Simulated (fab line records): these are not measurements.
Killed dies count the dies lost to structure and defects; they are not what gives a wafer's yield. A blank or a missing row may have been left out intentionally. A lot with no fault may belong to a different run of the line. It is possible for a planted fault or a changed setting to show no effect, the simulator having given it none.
fab line records / flow sky130
record lots=14 wafers=42 last-day=50
route steps=708 shown FIELD_ISO@1 LDD_HVN@270 LOCAL_INTERCONNECT@398
lots with no fault: from the same line, run without faults
start-h: start of the lot's first displayed wafer, in hours after the record's first day / wait-h: how many hours have passed since the lot's step before this one / " as in the row above / L1.1+2: several wafers, shown together as one row / - either no value or no given start / * or withheld: withheld / < > ~ a bound
route shown NAME@n: a module of which the file shows steps, and the number in the route of the first / usual: average and standard deviation across the fault-free wafers / same: alike in all rows / chamber/n: place in a boat / sites: each site's reading / _std_site: their standard deviation / _edge_site: mean of outer sites minus mean of inner sites / radius-mm: how far each site lies from the wafer's centre / mask NAME#n: copy n / behind: the tool/chamber that last shaped the wafer / hold: what put the lot on hold/how long, in hours/how the hold closed / device: whichever transistor did not switch (one of n, p or np) / end of line: the tests these same wafers got at the end of their route / a step without rows: its recipe alone / killed: not the wafer's yield, but the dies lost to structure and defects at the first sort / map: a wafer's dies, marking killed ones x, the rest . and places with no die _
set.NAME: the setting as run; set.NAME@STEP: as run at that earlier step / model.NAME: the simulator's own value behind a step, which no gauge read
route steps across a sampled set of lots; one table per step, one row per wafer
## steps
# step SKY_FIELD_ISO_BOW_MEAS_00
# recipe mode=bow
# usual INCOMING_BOW=-1/5.9
lot.wafer=L275.2 tool=film-metro-02 chamber=- start-h=10.02 wait-h=- INCOMING_BOW[um]=6
lot.wafer=L275.4 tool=film-metro-02 chamber=- start-h=10.02 wait-h=- INCOMING_BOW[um]=-4
lot.wafer=L275.5 tool=film-metro-02 chamber=- start-h=10.02 wait-h=- INCOMING_BOW[um]=15
lot.wafer=L276.3 tool=film-metro-02 chamber=- start-h=15.04 wait-h=- INCOMING_BOW[um]=-7
lot.wafer=L276.5 tool=film-metro-02 chamber=- start-h=15.04 wait-h=- INCOMING_BOW[um]=-2
lot.wafer=L276.6 tool=film-metro-02 chamber=- start-h=15.04 wait-h=- INCOMING_BOW[um]=-3
lot.wafer=L277.1 tool=film-metro-03 chamber=- start-h=20.00 wait-h=- INCOMING_BOW[um]=2
lot.wafer=L277.3 tool=film-metro-03 chamber=- start-h=20.00 wait-h=- INCOMING_BOW[um]=3
lot.wafer=L277.5 tool=film-metro-03 chamber=- start-h=20.00 wait-h=- INCOMING_BOW[um]=-6
lot.wafer=L278.1 tool=film-metro-04 chamber=- start-h=25.00 wait-h=- INCOMING_BOW[um]=-3
lot.wafer=L278.5 tool=film-metro-04 chamber=- start-h=25.00 wait-h=- INCOMING_BOW[um]=-3
lot.wafer=L278.6 tool=film-metro-04 chamber=- start-h=25.00 wait-h=- INCOMING_BOW[um]=5
lot.wafer=L279.4 tool=film-metro-04 chamber=- start-h=30.06 wait-h=- INCOMING_BOW[um]=-4
lot.wafer=L279.5 tool=film-metro-04 chamber=- start-h=30.06 wait-h=- INCOMING_BOW[um]=-5
lot.wafer=L279.6 tool=film-metro-04 chamber=- start-h=30.06 wait-h=- INCOMING_BOW[um]=4
lot.wafer=L280.2 tool=film-metro-04 chamber=- start-h=35.02 wait-h=- INCOMING_BOW[um]=8
lot.wafer=L280.5 tool=film-metro-04 chamber=- start-h=35.02 wait-h=- INCOMING_BOW[um]=-4
lot.wafer=L280.6 tool=film-metro-04 chamber=- start-h=35.02 wait-h=- INCOMING_BOW[um]=-1
lot.wafer=L281.2 tool=film-metro-02 chamber=- start-h=40.02 wait-h=- INCOMING_BOW[um]=-7
lot.wafer=L281.4 tool=film-metro-02 chamber=- start-h=40.02 wait-h=- INCOMING_BOW[um]=-7
lot.wafer=L281.5 tool=film-metro-02 chamber=- start-h=40.02 wait-h=- INCOMING_BOW[um]=-2
lot.wafer=L282.4 tool=film-metro-03 chamber=- start-h=45.06 wait-h=- INCOMING_BOW[um]=4
lot.wafer=L282.5 tool=film-metro-03 chamber=- start-h=45.06 wait-h=- INCOMING_BOW[um]=7
lot.wafer=L282.6 tool=film-metro-03 chamber=- start-h=45.06 wait-h=- INCOMING_BOW[um]=-6
lot.wafer=L283.2 tool=film-metro-02 chamber=- start-h=50.02 wait-h=- INCOMING_BOW[um]=0
lot.wafer=L283.4 tool=film-metro-02 chamber=- start-h=50.02 wait-h=- INCOMING_BOW[um]=-10
lot.wafer=L283.6 tool=film-metro-02 chamber=- start-h=50.02 wait-h=- INCOMING_BOW[um]=-13
lot.wafer=L288.2 tool=film-metro-04 chamber=- start-h=75.02 wait-h=- INCOMING_BOW[um]=-4
lot.wafer=L288.4 tool=film-metro-04 chamber=- start-h=75.02 wait-h=- INCOMING_BOW[um]=-7
lot.wafer=L288.5 tool=film-metro-04 chamber=- start-h=75.02 wait-h=- INCOMING_BOW[um]=16
lot.wafer=L289.2 tool=film-metro-03 chamber=- start-h=80.02 wait-h=- INCOMING_BOW[um]=2
lot.wafer=L289.4 tool=film-metro-03 chamber=- start-h=80.02 wait-h=- INCOMING_BOW[um]=3
lot.wafer=L289.6 tool=film-metro-03 chamber=- start-h=80.02 wait-h=- INCOMING_BOW[um]=3
lot.wafer=L291.4 tool=film-metro-02 chamber=- start-h=90.06 wait-h=- INCOMING_BOW[um]=3
lot.wafer=L291.5 tool=film-metro-02 chamber=- start-h=90.06 wait-h=- INCOMING_BOW[um]=6
lot.wafer=L291.6 tool=film-metro-02 chamber=- start-h=90.06 wait-h=- INCOMING_BOW[um]=-2
lot.wafer=L294.1 tool=film-metro-03 chamber=- start-h=105.00 wait-h=- INCOMING_BOW[um]=-2
lot.wafer=L294.3 tool=film-metro-03 chamber=- start-h=105.00 wait-h=- INCOMING_BOW[um]=5
lot.wafer=L294.4 tool=film-metro-03 chamber=- start-h=105.00 wait-h=- INCOMING_BOW[um]=4
lot.wafer=L295.3 tool=film-metro-04 chamber=- start-h=110.04 wait-h=- INCOMING_BOW[um]=0
lot.wafer=L295.5 tool=film-metro-04 chamber=- start-h=110.04 wait-h=- INCOMING_BOW[um]=0
lot.wafer=L295.6 tool=film-metro-04 chamber=- start-h=110.04 wait-h=- INCOMING_BOW[um]=-3
# step SKY_LDD_HVN_SOFTBAKE_03
# recipe temp-c=90 time-s=60 resist=NOVOLAK
# usual heater-power-total-W=56.59/0.043 plate-temp-C=90.01/0.14
lot.wafer=L275.2 tool=litho-track-01 chamber=0 start-h=475.07 wait-h=0.1 heater-power-total-W=56.64 plate-temp-C=89.87
lot.wafer=L275.4 tool=litho-track-01 chamber=0 start-h=475.07 wait-h=0.1 heater-power-total-W=56.64 plate-temp-C=89.86
lot.wafer=L275.5 tool=litho-track-01 chamber=0 start-h=475.07 wait-h=0.1 heater-power-total-W=56.59 plate-temp-C=89.87
lot.wafer=L276.3 tool=litho-track-03 chamber=0 start-h=480.26 wait-h=0.1 heater-power-total-W=56.55 plate-temp-C=90.34
lot.wafer=L276.5 tool=litho-track-03 chamber=0 start-h=480.26 wait-h=0.1 heater-power-total-W=56.58 plate-temp-C=90.16
lot.wafer=L276.6 tool=litho-track-03 chamber=0 start-h=480.26 wait-h=0.1 heater-power-total-W=56.57 plate-temp-C=90.22
lot.wafer=L277.1 tool=litho-track-01 chamber=0 start-h=487.19 wait-h=0.1 heater-power-total-W=56.56 plate-temp-C=89.80
lot.wafer=L277.3 tool=litho-track-01 chamber=0 start-h=487.19 wait-h=0.1 heater-power-total-W=56.60 plate-temp-C=89.92
lot.wafer=L277.5 tool=litho-track-01 chamber=0 start-h=487.19 wait-h=0.1 heater-power-total-W=56.60 plate-temp-C=90.17
lot.wafer=L278.1 tool=litho-track-01 chamber=0 start-h=503.99 wait-h=0.1 heater-power-total-W=56.58 plate-temp-C=89.95
lot.wafer=L278.5 tool=litho-track-01 chamber=0 start-h=503.99 wait-h=0.1 heater-power-total-W=56.47 plate-temp-C=90.12
lot.wafer=L278.6 tool=litho-track-01 chamber=0 start-h=503.99 wait-h=0.1 heater-power-total-W=56.62 plate-temp-C=89.95
lot.wafer=L279.4 tool=litho-track-01 chamber=0 start-h=509.37 wait-h=0.1 heater-power-total-W=56.56 plate-temp-C=89.98
lot.wafer=L279.5 tool=litho-track-01 chamber=0 start-h=509.37 wait-h=0.1 heater-power-total-W=56.62 plate-temp-C=90.02
lot.wafer=L279.6 tool=litho-track-01 chamber=0 start-h=509.37 wait-h=0.1 heater-power-total-W=56.54 plate-temp-C=90.04
lot.wafer=L280.2 tool=litho-track-03 chamber=0 start-h=512.68 wait-h=0.1 heater-power-total-W=56.60 plate-temp-C=89.87
lot.wafer=L280.5 tool=litho-track-03 chamber=0 start-h=512.68 wait-h=0.1 heater-power-total-W=56.61 plate-temp-C=89.87
lot.wafer=L280.6 tool=litho-track-03 chamber=0 start-h=512.68 wait-h=0.1 heater-power-total-W=56.67 plate-temp-C=89.93
lot.wafer=L281.2 tool=litho-track-01 chamber=0 start-h=520.77 wait-h=0.1 heater-power-total-W=56.55 plate-temp-C=90.00
lot.wafer=L281.4 tool=litho-track-01 chamber=0 start-h=520.77 wait-h=0.1 heater-power-total-W=56.56 plate-temp-C=90.08
lot.wafer=L281.5 tool=litho-track-01 chamber=0 start-h=520.77 wait-h=0.1 heater-power-total-W=56.59 plate-temp-C=89.95
lot.wafer=L282.4 tool=litho-track-03 chamber=0 start-h=541.83 wait-h=0.1 heater-power-total-W=56.61 plate-temp-C=89.86
lot.wafer=L282.5 tool=litho-track-03 chamber=0 start-h=541.83 wait-h=0.1 heater-power-total-W=56.61 plate-temp-C=89.73
lot.wafer=L282.6 tool=litho-track-03 chamber=0 start-h=541.83 wait-h=0.1 heater-power-total-W=56.58 plate-temp-C=89.90
lot.wafer=L283.2 tool=litho-track-01 chamber=0 start-h=542.72 wait-h=0.1 heater-power-total-W=56.53 plate-temp-C=90.07
lot.wafer=L283.4 tool=litho-track-01 chamber=0 start-h=542.72 wait-h=0.1 heater-power-total-W=56.56 plate-temp-C=90.16
lot.wafer=L283.6 tool=litho-track-01 chamber=0 start-h=542.72 wait-h=0.1 heater-power-total-W=56.51 plate-temp-C=90.06
lot.wafer=L288.2 tool=litho-track-04 chamber=0 start-h=585.49 wait-h=0.1 heater-power-total-W=56.06 plate-temp-C=89.34
lot.wafer=L288.4 tool=litho-track-04 chamber=0 start-h=585.49 wait-h=0.1 heater-power-total-W=55.99 plate-temp-C=89.38
lot.wafer=L288.5 tool=litho-track-04 chamber=0 start-h=585.49 wait-h=0.1 heater-power-total-W=56.04 plate-temp-C=89.51
lot.wafer=L289.2 tool=litho-track-04 chamber=0 start-h=586.09 wait-h=0.1 heater-power-total-W=55.95 plate-temp-C=89.44
lot.wafer=L289.4 tool=litho-track-04 chamber=0 start-h=586.09 wait-h=0.1 heater-power-total-W=56.00 plate-temp-C=89.44
lot.wafer=L289.6 tool=litho-track-04 chamber=0 start-h=586.09 wait-h=0.1 heater-power-total-W=56.01 plate-temp-C=89.56
lot.wafer=L291.4 tool=litho-track-03 chamber=0 start-h=605.53 wait-h=0.1 heater-power-total-W=56.62 plate-temp-C=90.01
lot.wafer=L291.5 tool=litho-track-03 chamber=0 start-h=605.53 wait-h=0.1 heater-power-total-W=56.61 plate-temp-C=90.14
lot.wafer=L291.6 tool=litho-track-03 chamber=0 start-h=605.53 wait-h=0.1 heater-power-total-W=56.57 plate-temp-C=90.11
lot.wafer=L294.1 tool=litho-track-01 chamber=0 start-h=631.49 wait-h=0.1 heater-power-total-W=56.55 plate-temp-C=89.81
lot.wafer=L294.3 tool=litho-track-01 chamber=0 start-h=631.49 wait-h=0.1 heater-power-total-W=56.58 plate-temp-C=89.76
lot.wafer=L294.4 tool=litho-track-01 chamber=0 start-h=631.49 wait-h=0.1 heater-power-total-W=56.60 plate-temp-C=89.57
lot.wafer=L295.3 tool=litho-track-03 chamber=0 start-h=635.71 wait-h=0.1 heater-power-total-W=56.55 plate-temp-C=89.78
lot.wafer=L295.5 tool=litho-track-03 chamber=0 start-h=635.71 wait-h=0.1 heater-power-total-W=56.63 plate-temp-C=89.91
lot.wafer=L295.6 tool=litho-track-03 chamber=0 start-h=635.71 wait-h=0.1 heater-power-total-W=56.59 plate-temp-C=89.92
# step SKY_LOCAL_INTERCONNECT_CD_MEAS_11
# recipe target-cd-nm=170
# usual cd-nm=170.2/1.6
lot.wafer=L275.2 tool=cd-sem-01 chamber=- start-h=734.68 wait-h=- cd-nm=168.0
lot.wafer=L275.4 tool=cd-sem-01 chamber=- start-h=734.68 wait-h=- cd-nm=168.9
lot.wafer=L275.5 tool=cd-sem-01 chamber=- start-h=734.68 wait-h=- cd-nm=168.2
lot.wafer=L276.3 tool=cd-sem-01 chamber=- start-h=739.84 wait-h=- cd-nm=170.5
lot.wafer=L276.5 tool=cd-sem-01 chamber=- start-h=739.84 wait-h=- cd-nm=170.8
lot.wafer=L276.6 tool=cd-sem-01 chamber=- start-h=739.84 wait-h=- cd-nm=171.4
lot.wafer=L277.1 tool=cd-sem-02 chamber=- start-h=744.21 wait-h=- cd-nm=169.5
lot.wafer=L277.3 tool=cd-sem-02 chamber=- start-h=744.21 wait-h=- cd-nm=169.9
lot.wafer=L277.5 tool=cd-sem-02 chamber=- start-h=744.21 wait-h=- cd-nm=172.0
lot.wafer=L278.1 tool=cd-sem-02 chamber=- start-h=763.71 wait-h=- cd-nm=170.1
lot.wafer=L278.5 tool=cd-sem-02 chamber=- start-h=763.71 wait-h=- cd-nm=170.3
lot.wafer=L278.6 tool=cd-sem-02 chamber=- start-h=763.71 wait-h=- cd-nm=169.0
lot.wafer=L279.4 tool=cd-sem-02 chamber=- start-h=767.23 wait-h=- cd-nm=172.7
lot.wafer=L279.5 tool=cd-sem-02 chamber=- start-h=767.23 wait-h=- cd-nm=171.0
lot.wafer=L279.6 tool=cd-sem-02 chamber=- start-h=767.23 wait-h=- cd-nm=171.0
lot.wafer=L280.2 tool=cd-sem-01 chamber=- start-h=770.68 wait-h=- cd-nm=172.9
lot.wafer=L280.5 tool=cd-sem-01 chamber=- start-h=770.68 wait-h=- cd-nm=172.2
lot.wafer=L280.6 tool=cd-sem-01 chamber=- start-h=770.68 wait-h=- cd-nm=171.8
lot.wafer=L281.2 tool=cd-sem-02 chamber=- start-h=774.74 wait-h=- cd-nm=170.2
lot.wafer=L281.4 tool=cd-sem-02 chamber=- start-h=774.74 wait-h=- cd-nm=169.8
lot.wafer=L281.5 tool=cd-sem-02 chamber=- start-h=774.74 wait-h=- cd-nm=171.0
lot.wafer=L282.4 tool=cd-sem-02 chamber=- start-h=796.55 wait-h=- cd-nm=173.3
lot.wafer=L282.5 tool=cd-sem-02 chamber=- start-h=796.55 wait-h=- cd-nm=173.0
lot.wafer=L282.6 tool=cd-sem-02 chamber=- start-h=796.55 wait-h=- cd-nm=173.5
lot.wafer=L283.2 tool=cd-sem-01 chamber=- start-h=797.09 wait-h=- cd-nm=170.4
lot.wafer=L283.4 tool=cd-sem-01 chamber=- start-h=797.09 wait-h=- cd-nm=169.5
lot.wafer=L283.6 tool=cd-sem-01 chamber=- start-h=797.09 wait-h=- cd-nm=168.7
lot.wafer=L288.2 tool=cd-sem-02 chamber=- start-h=833.98 wait-h=- cd-nm=169.5
lot.wafer=L288.4 tool=cd-sem-02 chamber=- start-h=833.98 wait-h=- cd-nm=168.6
lot.wafer=L288.5 tool=cd-sem-02 chamber=- start-h=833.98 wait-h=- cd-nm=169.4
lot.wafer=L289.2 tool=cd-sem-01 chamber=- start-h=834.36 wait-h=- cd-nm=166.5
lot.wafer=L289.4 tool=cd-sem-01 chamber=- start-h=834.36 wait-h=- cd-nm=168.3
lot.wafer=L289.6 tool=cd-sem-01 chamber=- start-h=834.36 wait-h=- cd-nm=169.7
lot.wafer=L291.4 tool=cd-sem-02 chamber=- start-h=854.82 wait-h=- cd-nm=168.8
lot.wafer=L291.5 tool=cd-sem-02 chamber=- start-h=854.82 wait-h=- cd-nm=169.0
lot.wafer=L291.6 tool=cd-sem-02 chamber=- start-h=854.82 wait-h=- cd-nm=168.7
lot.wafer=L294.1 tool=cd-sem-02 chamber=- start-h=876.22 wait-h=- cd-nm=168.7
lot.wafer=L294.3 tool=cd-sem-02 chamber=- start-h=876.22 wait-h=- cd-nm=169.6
lot.wafer=L294.4 tool=cd-sem-02 chamber=- start-h=876.22 wait-h=- cd-nm=169.2
lot.wafer=L295.3 tool=cd-sem-01 chamber=- start-h=880.71 wait-h=- cd-nm=171.0
lot.wafer=L295.5 tool=cd-sem-01 chamber=- start-h=880.71 wait-h=- cd-nm=171.9
lot.wafer=L295.6 tool=cd-sem-01 chamber=- start-h=880.71 wait-h=- cd-nm=171.8
# step SKY_LOCAL_INTERCONNECT_OVL_MEAS_12
# usual LOCAL_INTERCONNECT_OVL=0/6.3
lot.wafer=L275.2 tool=overlay-01 chamber=- start-h=734.79 wait-h=0.1 LOCAL_INTERCONNECT_OVL[nm]=-5
lot.wafer=L275.4 tool=overlay-01 chamber=- start-h=734.79 wait-h=0.1 LOCAL_INTERCONNECT_OVL[nm]=-7
lot.wafer=L275.5 tool=overlay-01 chamber=- start-h=734.79 wait-h=0.1 LOCAL_INTERCONNECT_OVL[nm]=-2
lot.wafer=L276.3 tool=overlay-02 chamber=- start-h=739.94 wait-h=0.1 LOCAL_INTERCONNECT_OVL[nm]=-4
lot.wafer=L276.5 tool=overlay-02 chamber=- start-h=739.94 wait-h=0.1 LOCAL_INTERCONNECT_OVL[nm]=-2
lot.wafer=L276.6 tool=overlay-02 chamber=- start-h=739.94 wait-h=0.1 LOCAL_INTERCONNECT_OVL[nm]=-1
lot.wafer=L277.1 tool=overlay-02 chamber=- start-h=744.33 wait-h=0.1 LOCAL_INTERCONNECT_OVL[nm]=1
lot.wafer=L277.3 tool=overlay-02 chamber=- start-h=744.33 wait-h=0.1 LOCAL_INTERCONNECT_OVL[nm]=6
lot.wafer=L277.5 tool=overlay-02 chamber=- start-h=744.33 wait-h=0.1 LOCAL_INTERCONNECT_OVL[nm]=7
lot.wafer=L278.1 tool=overlay-01 chamber=- start-h=763.83 wait-h=0.1 LOCAL_INTERCONNECT_OVL[nm]=0
lot.wafer=L278.5 tool=overlay-01 chamber=- start-h=763.83 wait-h=0.1 LOCAL_INTERCONNECT_OVL[nm]=-1
lot.wafer=L278.6 tool=overlay-01 chamber=- start-h=763.83 wait-h=0.1 LOCAL_INTERCONNECT_OVL[nm]=-2
lot.wafer=L279.4 tool=overlay-01 chamber=- start-h=767.30 wait-h=0.1 LOCAL_INTERCONNECT_OVL[nm]=-3
lot.wafer=L279.5 tool=overlay-01 chamber=- start-h=767.30 wait-h=0.1 LOCAL_INTERCONNECT_OVL[nm]=1
lot.wafer=L279.6 tool=overlay-01 chamber=- start-h=767.30 wait-h=0.1 LOCAL_INTERCONNECT_OVL[nm]=-8
lot.wafer=L280.2 tool=overlay-02 chamber=- start-h=770.78 wait-h=0.1 LOCAL_INTERCONNECT_OVL[nm]=6
lot.wafer=L280.5 tool=overlay-02 chamber=- start-h=770.78 wait-h=0.1 LOCAL_INTERCONNECT_OVL[nm]=6
lot.wafer=L280.6 tool=overlay-02 chamber=- start-h=770.78 wait-h=0.1 LOCAL_INTERCONNECT_OVL[nm]=9
lot.wafer=L281.2 tool=overlay-02 chamber=- start-h=774.84 wait-h=0.1 LOCAL_INTERCONNECT_OVL[nm]=6
lot.wafer=L281.4 tool=overlay-02 chamber=- start-h=774.84 wait-h=0.1 LOCAL_INTERCONNECT_OVL[nm]=5
lot.wafer=L281.5 tool=overlay-02 chamber=- start-h=774.84 wait-h=0.1 LOCAL_INTERCONNECT_OVL[nm]=7
lot.wafer=L282.4 tool=overlay-02 chamber=- start-h=796.63 wait-h=0.1 LOCAL_INTERCONNECT_OVL[nm]=8
lot.wafer=L282.5 tool=overlay-02 chamber=- start-h=796.63 wait-h=0.1 LOCAL_INTERCONNECT_OVL[nm]=-5
lot.wafer=L282.6 tool=overlay-02 chamber=- start-h=796.63 wait-h=0.1 LOCAL_INTERCONNECT_OVL[nm]=3
lot.wafer=L283.2 tool=overlay-01 chamber=- start-h=797.19 wait-h=0.1 LOCAL_INTERCONNECT_OVL[nm]=10
lot.wafer=L283.4 tool=overlay-01 chamber=- start-h=797.19 wait-h=0.1 LOCAL_INTERCONNECT_OVL[nm]=13
lot.wafer=L283.6 tool=overlay-01 chamber=- start-h=797.19 wait-h=0.1 LOCAL_INTERCONNECT_OVL[nm]=14
lot.wafer=L288.2 tool=overlay-01 chamber=- start-h=834.08 wait-h=0.1 LOCAL_INTERCONNECT_OVL[nm]=5
lot.wafer=L288.4 tool=overlay-01 chamber=- start-h=834.08 wait-h=0.1 LOCAL_INTERCONNECT_OVL[nm]=3
lot.wafer=L288.5 tool=overlay-01 chamber=- start-h=834.08 wait-h=0.1 LOCAL_INTERCONNECT_OVL[nm]=2
lot.wafer=L289.2 tool=overlay-02 chamber=- start-h=834.47 wait-h=0.1 LOCAL_INTERCONNECT_OVL[nm]=7
lot.wafer=L289.4 tool=overlay-02 chamber=- start-h=834.47 wait-h=0.1 LOCAL_INTERCONNECT_OVL[nm]=6
lot.wafer=L289.6 tool=overlay-02 chamber=- start-h=834.47 wait-h=0.1 LOCAL_INTERCONNECT_OVL[nm]=4
lot.wafer=L291.4 tool=overlay-02 chamber=- start-h=854.89 wait-h=0.1 LOCAL_INTERCONNECT_OVL[nm]=-2
lot.wafer=L291.5 tool=overlay-02 chamber=- start-h=854.89 wait-h=0.1 LOCAL_INTERCONNECT_OVL[nm]=-6
lot.wafer=L291.6 tool=overlay-02 chamber=- start-h=854.89 wait-h=0.1 LOCAL_INTERCONNECT_OVL[nm]=-6
lot.wafer=L294.1 tool=overlay-01 chamber=- start-h=876.34 wait-h=0.1 LOCAL_INTERCONNECT_OVL[nm]=4
lot.wafer=L294.3 tool=overlay-01 chamber=- start-h=876.34 wait-h=0.1 LOCAL_INTERCONNECT_OVL[nm]=5
lot.wafer=L294.4 tool=overlay-01 chamber=- start-h=876.34 wait-h=0.1 LOCAL_INTERCONNECT_OVL[nm]=7
lot.wafer=L295.3 tool=overlay-01 chamber=- start-h=880.80 wait-h=0.1 LOCAL_INTERCONNECT_OVL[nm]=-4
lot.wafer=L295.5 tool=overlay-01 chamber=- start-h=880.80 wait-h=0.1 LOCAL_INTERCONNECT_OVL[nm]=-4
lot.wafer=L295.6 tool=overlay-01 chamber=- start-h=880.80 wait-h=0.1 LOCAL_INTERCONNECT_OVL[nm]=-5
## key
first-sign step=SKY_LDD_HVN_SOFTBAKE_03 reading=heater-power-total-W direction=down sigmas=14 usual=* struck=*
effect step=SKY_LDD_HVN_SOFTBAKE_03 reading=plate-temp-C direction=down sigmas=4.1 usual=* struck=*
met-at SKY_LDD_HVN_SOFTBAKE_03
struck-lots L288,L289
tester-left-out L288,L289
not-acting-at SKY_FIELD_ISO_BOW_MEAS_00,SKY_LOCAL_INTERCONNECT_CD_MEAS_11,SKY_LOCAL_INTERCONNECT_OVL_MEAS_12
fault kind=process-parameter-drift tool=litho-track-04 chamber=- onset-h=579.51 steps=SKY_LDD_HVN_SOFTBAKE_03 channel=temp-c offset=* shape=step end-h=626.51 acts-in=* stated=*
# tester-left-out: of these lots the tester's yield and bins aren't shown, on N5 and GAA mostly nor the transistor test; their killed dies are dies lost to structure and defects alone, not to doping, threshold or leakage, so they don't give the yield
